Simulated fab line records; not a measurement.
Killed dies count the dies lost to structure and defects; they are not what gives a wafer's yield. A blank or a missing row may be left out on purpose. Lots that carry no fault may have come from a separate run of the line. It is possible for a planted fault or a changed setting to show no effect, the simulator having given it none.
fab line records :: flow sky130
record:
  lots: 5
  wafers: 15
  lastDay: 50
route steps=708 shown LDD_HVN@270 LDD_HVP@278 PAD_OPEN@708
lots untouched by any fault: they come from a run of this same line in which no faults occurred
startH: the number of hours between the record's first day and the start of the first shown wafer of the lot :: waitH: hours from the lot's prior step to this one :: " same as the row above :: L1.1+2: a row that stands for several wafers :: - no value, or no start given :: * or withheld: withheld :: < > ~ a bound
route shown NAME@n: NAME is a module with steps in the file, n the number in the route of the first one :: usual: the fault-free wafers' mean and standard deviation :: same: alike in all rows :: chamber/n: place in a boat :: sites: each site's reading :: _std_site: standard deviation of those values :: _edge_site: inner sites' mean taken away from outer sites' mean :: radiusMm: for every site, how far away it sits from the centre of the wafer :: mask NAME#n: copy n :: behind: the most recent tool/chamber to have shaped the wafer :: hold: the reason the lot was held/the length of the hold in hours/how it ended :: device: which transistor (n, p or np) failed to switch :: end of line: the route-end tests of the same wafers :: a step given without rows: its recipe and nothing more :: killed: at the first sort, the dies lost to defects and structure; wafer yield is something else :: map: shows each die of a wafer: x if killed, . if not, _ if none is there
set.NAME: the setting the step ran with; set.NAME@STEP: the setting that earlier step ran with :: model.NAME: the simulator's own value behind a step, which no gauge read
lots at selected steps of the route; one table per step, one row per wafer
services: when a tool's chamber went out of use (startH, in hours from the record's first day, below 0 if earlier), for how many hours, and the reason
== steps ==
step: SKY_LDD_HVN_SOFTBAKE_03
recipe:
  tempC: 90
  timeS: 60
  resist: NOVOLAK
step: SKY_LDD_HVN_EXPOSE_04
recipe:
  maskId: HVNTM
  na: 0.6
  sourceShape: conventional
  sigmaOuter: 0.6
  polarization: unpolarized
  targetCdNm: 700
  doseMj: 127
step: SKY_LDD_HVN_PEB_05
recipe:
  tempC: withheld
  timeS: *
  resist: NOVOLAK
step: SKY_LDD_HVN_DEVELOP_06
recipe:
  resist: NOVOLAK
  developer: TMAH
  developTimeS: 60
  devTempC: 23
step: SKY_LDD_HVN_OVL_MEAS_07
usual:
  LDD_HVN_OVL: 0.3/1.6
lot.wafer: L393.2
tool: overlay-02
chamber: -
startH: 488.40
waitH: 0.1
LDD_HVN_OVL[nm]: 2.4

lot.wafer: L393.3
tool: overlay-02
chamber: -
startH: 488.40
waitH: 0.1
LDD_HVN_OVL[nm]: 2.6

lot.wafer: L393.4
tool: overlay-02
chamber: -
startH: 488.40
waitH: 0.1
LDD_HVN_OVL[nm]: 1.9

lot.wafer: L398.1
tool: overlay-02
chamber: -
startH: 519.63
waitH: 0.1
LDD_HVN_OVL[nm]: 2.3

lot.wafer: L398.2
tool: overlay-02
chamber: -
startH: 519.63
waitH: 0.1
LDD_HVN_OVL[nm]: 0.3

lot.wafer: L398.5
tool: overlay-02
chamber: -
startH: 519.63
waitH: 0.1
LDD_HVN_OVL[nm]: -0.5

lot.wafer: L407.2
tool: overlay-02
chamber: -
startH: 600.23
waitH: 0.1
LDD_HVN_OVL[nm]: -0.1

lot.wafer: L407.5
tool: overlay-02
chamber: -
startH: 600.23
waitH: 0.1
LDD_HVN_OVL[nm]: -1.0

lot.wafer: L407.6
tool: overlay-02
chamber: -
startH: 600.23
waitH: 0.1
LDD_HVN_OVL[nm]: 0.2

lot.wafer: L411.2
tool: overlay-01
chamber: -
startH: 650.43
waitH: 0.1
LDD_HVN_OVL[nm]: -2.3

lot.wafer: L411.4
tool: overlay-01
chamber: -
startH: 650.43
waitH: 0.1
LDD_HVN_OVL[nm]: -3.1

lot.wafer: L411.6
tool: overlay-01
chamber: -
startH: 650.43
waitH: 0.1
LDD_HVN_OVL[nm]: -2.7

lot.wafer: L412.1
tool: overlay-02
chamber: -
startH: 651.35
waitH: 0.1
LDD_HVN_OVL[nm]: 0.3

lot.wafer: L412.3
tool: overlay-02
chamber: -
startH: 651.35
waitH: 0.1
LDD_HVN_OVL[nm]: 0.6

lot.wafer: L412.5
tool: overlay-02
chamber: -
startH: 651.35
waitH: 0.1
LDD_HVN_OVL[nm]: 1.3
step: SKY_LDD_HVN_IMPLANT_08
recipe:
  species: P
  energyKev: 60
  doseCm2: 3e+13
  tiltDeg: 40
step: SKY_LDD_HVN_STRIP_09
recipe:
  chemistry: O2/N2
  powerW: 1400
  pressureMtorr: 1500
  platenTempC: withheld
  o2FlowSccm: 3000
  n2FlowSccm: 300
  overashFraction: 0.5
usual:
  drypumpMotorCurrentA: 5.6/0.46
  oesProductAu: 0.408/0.0046
  stripTimeToEndpointS: 4.141/0.014
lot.wafer: L393.2
tool: plasmaAsher-03
chamber: 1
startH: 488.58
waitH: 0.1
drypumpMotorCurrentA: 5.1
oesProductAu: 0.410
rfHoursCounterH: 68
stripTimeToEndpointS: 4.124

lot.wafer: L393.3
tool: plasmaAsher-03
chamber: 0
startH: 488.58
waitH: 0.1
drypumpMotorCurrentA: 6.1
oesProductAu: 0.405
rfHoursCounterH: -
stripTimeToEndpointS: 4.147

lot.wafer: L393.4
tool: plasmaAsher-03
chamber: 1
startH: 488.58
waitH: 0.1
drypumpMotorCurrentA: 5.1
oesProductAu: 0.417
rfHoursCounterH: -
stripTimeToEndpointS: 4.124

lot.wafer: L398.1
tool: plasmaAsher-04
chamber: 0
startH: 519.81
waitH: 0.1
drypumpMotorCurrentA: 5.7
oesProductAu: 0.414
rfHoursCounterH: 83
stripTimeToEndpointS: 4.154

lot.wafer: L398.2
tool: plasmaAsher-04
chamber: 1
startH: 519.81
waitH: 0.1
drypumpMotorCurrentA: 6.1
oesProductAu: 0.400
rfHoursCounterH: 83
stripTimeToEndpointS: 4.121

lot.wafer: L398.5
tool: plasmaAsher-04
chamber: 0
startH: 519.81
waitH: 0.1
drypumpMotorCurrentA: 5.8
oesProductAu: 0.408
rfHoursCounterH: -
stripTimeToEndpointS: 4.139

lot.wafer: L407.2
tool: plasmaAsher-02
chamber: 1
startH: 600.41
waitH: 0.1
drypumpMotorCurrentA: 5.6
oesProductAu: 0.405
rfHoursCounterH: 15
stripTimeToEndpointS: 4.136

lot.wafer: L407.5
tool: plasmaAsher-02
chamber: 1
startH: 600.41
waitH: 0.1
drypumpMotorCurrentA: 5.5
oesProductAu: 0.408
rfHoursCounterH: -
stripTimeToEndpointS: 4.130

lot.wafer: L407.6
tool: plasmaAsher-02
chamber: 0
startH: 600.41
waitH: 0.1
drypumpMotorCurrentA: 4.9
oesProductAu: 0.410
rfHoursCounterH: -
stripTimeToEndpointS: 4.138

lot.wafer: L411.2
tool: plasmaAsher-02
chamber: 0
startH: 650.61
waitH: 0.1
drypumpMotorCurrentA: 4.9
oesProductAu: 0.408
rfHoursCounterH: 17
stripTimeToEndpointS: 4.151

lot.wafer: L411.4
tool: plasmaAsher-02
chamber: 1
startH: 650.61
waitH: 0.1
drypumpMotorCurrentA: 5.5
oesProductAu: 0.405
rfHoursCounterH: -
stripTimeToEndpointS: 4.143

lot.wafer: L411.6
tool: plasmaAsher-02
chamber: 1
startH: 650.61
waitH: 0.1
drypumpMotorCurrentA: 5.5
oesProductAu: 0.407
rfHoursCounterH: -
stripTimeToEndpointS: 4.137

lot.wafer: L412.1
tool: plasmaAsher-03
chamber: 0
startH: 651.53
waitH: 0.1
drypumpMotorCurrentA: 6.1
oesProductAu: 0.411
rfHoursCounterH: 82
stripTimeToEndpointS: 4.153

lot.wafer: L412.3
tool: plasmaAsher-03
chamber: 1
startH: 651.53
waitH: 0.1
drypumpMotorCurrentA: 5.1
oesProductAu: 0.406
rfHoursCounterH: -
stripTimeToEndpointS: 4.140

lot.wafer: L412.5
tool: plasmaAsher-03
chamber: 0
startH: 651.53
waitH: 0.1
drypumpMotorCurrentA: 6.1
oesProductAu: 0.411
rfHoursCounterH: -
stripTimeToEndpointS: 4.162
step: SKY_LDD_HVN_TW_MEAS_10
usual:
  LDD_HVN_TW: 1432/13
lot.wafer: L393.2
tool: filmMetro-03
chamber: -
startH: 488.69
waitH: 0.1
LDD_HVN_TW: 1450

lot.wafer: L393.3
tool: filmMetro-03
chamber: -
startH: 488.69
waitH: 0.1
LDD_HVN_TW: 1450

lot.wafer: L393.4
tool: filmMetro-03
chamber: -
startH: 488.69
waitH: 0.1
LDD_HVN_TW: 1445

lot.wafer: L398.1
tool: filmMetro-03
chamber: -
startH: 519.91
waitH: 0.1
LDD_HVN_TW: 1449

lot.wafer: L398.2
tool: filmMetro-03
chamber: -
startH: 519.91
waitH: 0.1
LDD_HVN_TW: 1438

lot.wafer: L398.5
tool: filmMetro-03
chamber: -
startH: 519.91
waitH: 0.1
LDD_HVN_TW: 1443

lot.wafer: L407.2
tool: filmMetro-02
chamber: -
startH: 600.52
waitH: 0.1
LDD_HVN_TW: 1417

lot.wafer: L407.5
tool: filmMetro-02
chamber: -
startH: 600.52
waitH: 0.1
LDD_HVN_TW: 1432

lot.wafer: L407.6
tool: filmMetro-02
chamber: -
startH: 600.52
waitH: 0.1
LDD_HVN_TW: 1428

lot.wafer: L411.2
tool: filmMetro-04
chamber: -
startH: 650.72
waitH: 0.1
LDD_HVN_TW: 1424

lot.wafer: L411.4
tool: filmMetro-04
chamber: -
startH: 650.72
waitH: 0.1
LDD_HVN_TW: 1416

lot.wafer: L411.6
tool: filmMetro-04
chamber: -
startH: 650.72
waitH: 0.1
LDD_HVN_TW: 1410

lot.wafer: L412.1
tool: filmMetro-02
chamber: -
startH: 651.63
waitH: 0.1
LDD_HVN_TW: 1433

lot.wafer: L412.3
tool: filmMetro-02
chamber: -
startH: 651.63
waitH: 0.1
LDD_HVN_TW: 1431

lot.wafer: L412.5
tool: filmMetro-02
chamber: -
startH: 651.63
waitH: 0.1
LDD_HVN_TW: 1443
step: SKY_LDD_HVP_DEHYDRATE_00
recipe:
  tempC: 200
  timeS: 60
step: SKY_LDD_HVP_HMDS_01
recipe:
  primeTimeS: 60
  primeTempC: 120
step: SKY_LDD_HVP_COAT_02
recipe:
  resist: NOVOLAK
  spinRpm: 3000
  resistThkNm: 300
step: SKY_LDD_HVP_SOFTBAKE_03
recipe:
  tempC: 90
  timeS: 60
  resist: NOVOLAK
step: SKY_LDD_HVP_EXPOSE_04
recipe:
  maskId: HVPTM
  na: 0.6
  sourceShape: conventional
  sigmaOuter: 0.6
  polarization: unpolarized
  targetCdNm: 700
  doseMj: 86
usual:
  stageVelMmS: 500.04/0.21
same:
  na: 0.6
lot.wafer: L393.2
tool: ilineStepper-01
chamber: 0
startH: 503.76
waitH: -
mask: HVPTM#0
stageVelMmS: 500.30

lot.wafer: L393.3
tool: ilineStepper-01
chamber: 0
startH: 503.76
waitH: -
mask: HVPTM#0
stageVelMmS: 500.29

lot.wafer: L393.4
tool: ilineStepper-01
chamber: 0
startH: 503.76
waitH: -
mask: HVPTM#0
stageVelMmS: 500.41

lot.wafer: L398.1
tool: ilineStepper-01
chamber: 0
startH: 534.60
waitH: -
mask: HVPTM#0
stageVelMmS: 499.83

lot.wafer: L398.2
tool: ilineStepper-01
chamber: 0
startH: 534.60
waitH: -
mask: HVPTM#0
stageVelMmS: 499.97

lot.wafer: L398.5
tool: ilineStepper-01
chamber: 0
startH: 534.60
waitH: -
mask: HVPTM#0
stageVelMmS: 500.01

lot.wafer: L407.2
tool: ilineStepper-01
chamber: 0
startH: 614.96
waitH: -
mask: HVPTM_R1#0
stageVelMmS: 500.01

lot.wafer: L407.5
tool: ilineStepper-01
chamber: 0
startH: 614.96
waitH: -
mask: HVPTM_R1#0
stageVelMmS: 500.14

lot.wafer: L407.6
tool: ilineStepper-01
chamber: 0
startH: 614.96
waitH: -
mask: HVPTM_R1#0
stageVelMmS: 500.27

lot.wafer: L411.2
tool: ilineStepper-01
chamber: 0
startH: 665.26
waitH: -
mask: HVPTM#0
stageVelMmS: 499.92

lot.wafer: L411.4
tool: ilineStepper-01
chamber: 0
startH: 665.26
waitH: -
mask: HVPTM#0
stageVelMmS: 500.07

lot.wafer: L411.6
tool: ilineStepper-01
chamber: 0
startH: 665.26
waitH: -
mask: HVPTM#0
stageVelMmS: 499.87

lot.wafer: L412.1
tool: ilineStepper-01
chamber: 0
startH: 665.80
waitH: -
mask: HVPTM#0
stageVelMmS: 500.12

lot.wafer: L412.3
tool: ilineStepper-01
chamber: 0
startH: 665.80
waitH: -
mask: HVPTM#0
stageVelMmS: 499.97

lot.wafer: L412.5
tool: ilineStepper-01
chamber: 0
startH: 665.80
waitH: -
mask: HVPTM#0
stageVelMmS: 500.48
step: SKY_LDD_HVP_PEB_05
recipe:
  tempC: withheld
  timeS: *
  resist: NOVOLAK
step: SKY_PAD_OPEN_PROBE_99
usual:
  killed_at_M0_to_M3: 44/6.9
  killed_at_M4_up: 3.3/2
  killedAtContacts: 25/5.4
  killedAtFrontEnd: 16/4.6
  killedAtOther: 0.2/0.51
  killedDies: 88/8.9
  killedOnRim: 17/3.6
  killedOpen: 48/6.8
  killedShort: 39/5.8
same:
  grossDies: 492
  killedAtBackSide: 0
lot.wafer: L393.2
tool: prober-01
chamber: -
startH: 1094.51
waitH: 0.1
killed_at_M0_to_M3: 51
killed_at_M4_up: 4
killedAtContacts: 25
killedAtFrontEnd: 12
killedAtOther: 0
killedDies: 92
killedOnRim: 18
killedOpen: 53
killedShort: 39

lot.wafer: L393.3
tool: prober-01
chamber: -
startH: 1094.56
waitH: 0.2
killed_at_M0_to_M3: 34
killed_at_M4_up: 5
killedAtContacts: 25
killedAtFrontEnd: 18
killedAtOther: 0
killedDies: 82
killedOnRim: 17
killedOpen: 36
killedShort: 45

lot.wafer: L393.4
tool: prober-01
chamber: -
startH: 1094.61
waitH: 0.2
killed_at_M0_to_M3: 44
killed_at_M4_up: 5
killedAtContacts: 27
killedAtFrontEnd: 12
killedAtOther: 1
killedDies: 89
killedOnRim: 21
killedOpen: 50
killedShort: 39

lot.wafer: L398.1
tool: prober-02
chamber: -
startH: 1114.69
waitH: 0.1
killed_at_M0_to_M3: 45
killed_at_M4_up: 8
killedAtContacts: 31
killedAtFrontEnd: 9
killedAtOther: 0
killedDies: 93
killedOnRim: 19
killedOpen: 45
killedShort: 48

lot.wafer: L398.2
tool: prober-02
chamber: -
startH: 1114.74
waitH: 0.1
killed_at_M0_to_M3: 34
killed_at_M4_up: 1
killedAtContacts: 27
killedAtFrontEnd: 20
killedAtOther: 0
killedDies: 82
killedOnRim: 16
killedOpen: 39
killedShort: 42

lot.wafer: L398.5
tool: prober-02
chamber: -
startH: 1114.89
waitH: 0.2
killed_at_M0_to_M3: 39
killed_at_M4_up: 3
killedAtContacts: 23
killedAtFrontEnd: 19
killedAtOther: 0
killedDies: 84
killedOnRim: 19
killedOpen: 45
killedShort: 39

lot.wafer: L407.2
tool: prober-01
chamber: -
startH: 1163.44
waitH: 0.1
killed_at_M0_to_M3: 41
killed_at_M4_up: 3
killedAtContacts: 30
killedAtFrontEnd: 332
killedAtOther: 0
killedDies: 406
killedOnRim: 71
killedOpen: 57
killedShort: 40

lot.wafer: L407.5
tool: prober-01
chamber: -
startH: 1163.59
waitH: 0.2
killed_at_M0_to_M3: 42
killed_at_M4_up: 5
killedAtContacts: 25
killedAtFrontEnd: 319
killedAtOther: 0
killedDies: 391
killedOnRim: 71
killedOpen: 50
killedShort: 35

lot.wafer: L407.6
tool: prober-01
chamber: -
startH: 1163.64
waitH: 0.2
killed_at_M0_to_M3: 54
killed_at_M4_up: 4
killedAtContacts: 24
killedAtFrontEnd: 321
killedAtOther: 0
killedDies: 403
killedOnRim: 73
killedOpen: 45
killedShort: 51

lot.wafer: L411.2
tool: prober-01
chamber: -
startH: 1192.40
waitH: 0.1
killed_at_M0_to_M3: 42
killed_at_M4_up: 0
killedAtContacts: 28
killedAtFrontEnd: 23
killedAtOther: 1
killedDies: 94
killedOnRim: 17
killedOpen: 51
killedShort: 42

lot.wafer: L411.4
tool: prober-01
chamber: -
startH: 1192.50
waitH: 0.2
killed_at_M0_to_M3: 43
killed_at_M4_up: 7
killedAtContacts: 26
killedAtFrontEnd: 16
killedAtOther: 2
killedDies: 94
killedOnRim: 19
killedOpen: 49
killedShort: 42

lot.wafer: L411.6
tool: prober-01
chamber: -
startH: 1192.60
waitH: 0.2
killed_at_M0_to_M3: 43
killed_at_M4_up: 0
killedAtContacts: 23
killedAtFrontEnd: 14
killedAtOther: 1
killedDies: 81
killedOnRim: 20
killedOpen: 39
killedShort: 42

lot.wafer: L412.1
tool: prober-01
chamber: -
startH: 1196.78
waitH: 0.1
killed_at_M0_to_M3: 40
killed_at_M4_up: 5
killedAtContacts: 22
killedAtFrontEnd: 14
killedAtOther: 1
killedDies: 82
killedOnRim: 16
killedOpen: 45
killedShort: 36

lot.wafer: L412.3
tool: prober-01
chamber: -
startH: 1196.88
waitH: 0.2
killed_at_M0_to_M3: 37
killed_at_M4_up: 5
killedAtContacts: 31
killedAtFrontEnd: 11
killedAtOther: 0
killedDies: 84
killedOnRim: 13
killedOpen: 52
killedShort: 32

lot.wafer: L412.5
tool: prober-01
chamber: -
startH: 1196.98
waitH: 0.2
killed_at_M0_to_M3: 48
killed_at_M4_up: 9
killedAtContacts: 14
killedAtFrontEnd: 9
killedAtOther: 0
killedDies: 80
killedOnRim: 11
killedOpen: 46
killedShort: 34
killed by level:class
L393.2 CONTACT:geometricParticle:open=15 VIA1:geometricParticle:open=11 VIA2:geometricParticle:open=9 METAL3:geometricParticle:short=7 VIA1:geometricParticle:short=5 LI_CONTACT:geometricParticle:open=4 METAL1:geometricParticle:short=4 VIA2:geometricParticle:short=4
L393.3 VIA1:geometricParticle:open=11 POLY_GATE:geometricParticle:short=10 CONTACT:geometricParticle:short=8 METAL1:geometricParticle:short=5 LOCAL_INTERCONNECT:geometricParticle:open=4 CONTACT:geometricParticle:open=4 VIA1:geometricParticle:short=4 FIELD_ISO:geometricParticle:short=3
L393.4 VIA1:geometricParticle:open=13 CONTACT:geometricParticle:open=10 LI_CONTACT:geometricParticle:open=8 VIA1:geometricParticle:short=8 VIA2:geometricParticle:open=6 METAL1:geometricParticle:short=4 VIA2:geometricParticle:short=4 VIA3:geometricParticle:open=4
L398.1 CONTACT:geometricParticle:open=10 VIA1:geometricParticle:open=10 LI_CONTACT:geometricParticle:open=7 VIA1:geometricParticle:short=7 METAL4:geometricParticle:short=6 LOCAL_INTERCONNECT:geometricParticle:short=5 VIA3:geometricParticle:open=5 CONTACT:geometricParticle:short=5
L398.2 CONTACT:geometricParticle:open=13 FIELD_ISO:geometricParticle:short=8 VIA1:geometricParticle:open=8 CONTACT:geometricParticle:short=6 VIA2:geometricParticle:open=5 METAL3:geometricParticle:short=5 FIELD_ISO:geometricParticle:open=4 POLY_GATE:geometricParticle:short=4
L398.5 CONTACT:geometricParticle:open=9 VIA1:geometricParticle:open=8 FIELD_ISO:geometricParticle:open=7 FIELD_ISO:geometricParticle:short=7 VIA1:geometricParticle:short=7 LI_CONTACT:geometricParticle:open=6 VIA3:geometricParticle:open=6 LOCAL_INTERCONNECT:geometricParticle:short=5
L407.2 LDD_HVP:areaExpose=309 VIA1:geometricParticle:open=14 CONTACT:geometricParticle:open=13 VIA3:geometricParticle:open=7 LI_CONTACT:geometricParticle:short=6 FIELD_ISO:geometricParticle:short=5 POLY_GATE:geometricParticle:open=5 LOCAL_INTERCONNECT:geometricParticle:short=5
L407.5 LDD_HVP:areaExpose=306 VIA1:geometricParticle:open=12 CONTACT:geometricParticle:open=10 LI_CONTACT:geometricParticle:open=7 VIA3:geometricParticle:open=7 VIA3:geometricParticle:short=6 FIELD_ISO:geometricParticle:short=5 METAL1:geometricParticle:short=5
L407.6 LDD_HVP:areaExpose=307 VIA1:geometricParticle:open=15 CONTACT:geometricParticle:short=8 METAL3:geometricParticle:short=7 VIA3:geometricParticle:open=6 LI_CONTACT:geometricParticle:open=6 VIA1:geometricParticle:short=6 VIA2:geometricParticle:short=6
L411.2 VIA1:geometricParticle:open=10 CONTACT:geometricParticle:short=8 VIA1:geometricParticle:short=8 CONTACT:geometricParticle:open=7 LI_CONTACT:geometricParticle:open=7 METAL2:geometricParticle:short=6 FIELD_ISO:geometricParticle:open=5 POLY_GATE:geometricParticle:open=5
L411.4 CONTACT:geometricParticle:open=13 VIA3:geometricParticle:short=8 LI_CONTACT:geometricParticle:open=7 VIA1:geometricParticle:open=7 FIELD_ISO:geometricParticle:open=6 METAL1:geometricParticle:short=5 METAL2:geometricParticle:short=5 FIELD_ISO:geometricParticle:short=4
L411.6 VIA1:geometricParticle:open=10 LI_CONTACT:geometricParticle:open=6 METAL2:geometricParticle:short=6 POLY_GATE:geometricParticle:open=5 CONTACT:geometricParticle:short=5 CONTACT:geometricParticle:open=5 METAL1:geometricParticle:short=5 VIA2:geometricParticle:open=5
L412.1 VIA1:geometricParticle:open=8 CONTACT:geometricParticle:open=7 LI_CONTACT:geometricParticle:open=6 VIA2:geometricParticle:open=6 VIA2:geometricParticle:short=5 VIA3:geometricParticle:open=5 VIA1:geometricParticle:short=5 FIELD_ISO:geometricParticle:short=4
L412.3 CONTACT:geometricParticle:open=12 VIA2:geometricParticle:open=9 LI_CONTACT:geometricParticle:open=8 VIA1:geometricParticle:open=7 VIA3:geometricParticle:open=6 LOCAL_INTERCONNECT:geometricParticle:short=5 METAL4:geometricParticle:short=5 LI_CONTACT:geometricParticle:short=4
L412.5 VIA2:geometricParticle:open=10 CONTACT:geometricParticle:open=9 VIA1:geometricParticle:open=9 VIA3:geometricParticle:open=7 METAL4:geometricParticle:short=7 FIELD_ISO:geometricParticle:short=5 METAL2:geometricParticle:short=5 METAL1:geometricParticle:short=4
map L407.2 (x killed, . not)
__________...xx....._________
________.xxxx.xxxxx.xx_______
______xxxxxx..x......x.._____
_____.xxxxxx..x.xx.xx.x..____
____x.xx.x.x.xxx.x....xx.x___
___....xxx.xxxxxx..xxxxxxx.__
__xxxxxxxxx.xx.x..xxx.xxxx.._
_xxxxxxx.xxxxx.xxxx...xxxxx.x
_xxxxxxxxx.xxx.xxxxxx.x.xx...
_xxxxxxxx.xx.xxx...xxxx.xxxxx
_xxxxxx.xxxx.xxxxxx.xx.xxx.xx
_xxxxx.xxxxxxxxxxxxxx.xxx.xx.
_xxxxxxxxxxxx.xxxxxxxxxx.xxxx
_xxxxxxxxxxxxxxxxxxxxxxxxxxxx
_xxxxxxxxxxxxxxxxxxxxxxxxxxxx
__xxxxxxxxxxxxxxxxxxx.xxxxxx_
___xxxxxxxxxxxxxxxxxxxxxxxx__
____xxxxxxxx.xxxxxxxxxxxxx___
_____xxxxxxxxxxxxxxxxxxxx____
______xxxxxxxxxxxxxxxxxx_____
________xxxxxxxxxxxxxx_______
__________xxxxxxxxxx_________
map L393.2 (x killed, . not)
__________x........._________
________.....x......x._______
______..x....xx......x.._____
_____...x..xxx.....x....x____
____.x........xxxx.....x..___
___..xx.x..x.....xxxx......__
__.x.....x......x........x.x_
_.......x.x.........xx.....x.
_....x..x.......x....x.......
_.xx...x.............x....x..
_.........x...x......xx..x.x.
_.....x.x...........x..xx.x..
_............................
_.....x..xxxx......x.....x..x
_.....x...........x.x........
__.......x........x.x.x....._
___x..xx...x..............x__
____....................x.___
_____...........xx.x.xx..____
______x....x.x........xx_____
________..x....x......_______
__________.x........_________
== services ==
tool: plasmaAsher-02
chamber: -
startH: 466.15
hours: 2.8
kind: pm

tool: plasmaAsher-02
chamber: -
startH: 484.95
hours: 15.1
kind: pm

tool: ilineStepper-01
chamber: 0
startH: 489.81
hours: -
kind: calibration

tool: plasmaAsher-03
chamber: -
startH: 510.24
hours: 28.1
kind: pm

tool: plasmaAsher-03
chamber: -
startH: 542.06
hours: 0.7
kind: repair

tool: plasmaAsher-02
chamber: -
startH: 550.25
hours: 4.6
kind: repair

tool: ilineStepper-01
chamber: -
startH: 561.48
hours: 3.4
kind: repair

tool: ilineStepper-01
chamber: -
startH: 568.33
hours: 1.7
kind: pm

tool: plasmaAsher-03
chamber: -
startH: 586.73
hours: 3.1
kind: repair

tool: plasmaAsher-02
chamber: -
startH: 594.30
hours: 1.3
kind: repair

tool: plasmaAsher-02
chamber: -
startH: 615.83
hours: 28.1
kind: pm

tool: plasmaAsher-03
chamber: -
startH: 629.14
hours: 1.8
kind: repair

tool: plasmaAsher-03
chamber: -
startH: 654.65
hours: 7.1
kind: repair
== key ==
firstSign:
  step: SKY_LDD_HVP_EXPOSE_04
  reading: mask
  direction: changed
effect:
  step: SKY_PAD_OPEN_PROBE_99
  reading: killedAtFrontEnd
  direction: up
  sigmas: 67
  usual: 16
  struck: 324
moreKillsBornAt:
  SKY_LDD_HVP_EXPOSE_04@ilineStepper-01: 922
metAt SKY_LDD_HVP_EXPOSE_04
struckWafers L407.2,L407.5,L407.6
testerLeftOut L407
onsetBetween 534.60 614.96
fault:
  kind: wrongMask
  tool: any
  chamber: -
  onsetH: 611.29
  steps: SKY_LDD_HVP_EXPOSE_04
  auxCopy: HVPTM_R1#0
  cdOffsetNm: -140
  scope: struckLotsOnly
testerLeftOut: of these lots the tester's yield and bins aren't shown, on N5 and GAA mostly nor the transistor test; their killed dies are dies lost to structure and defects alone, not to doping, threshold or leakage, so they don't give the yield
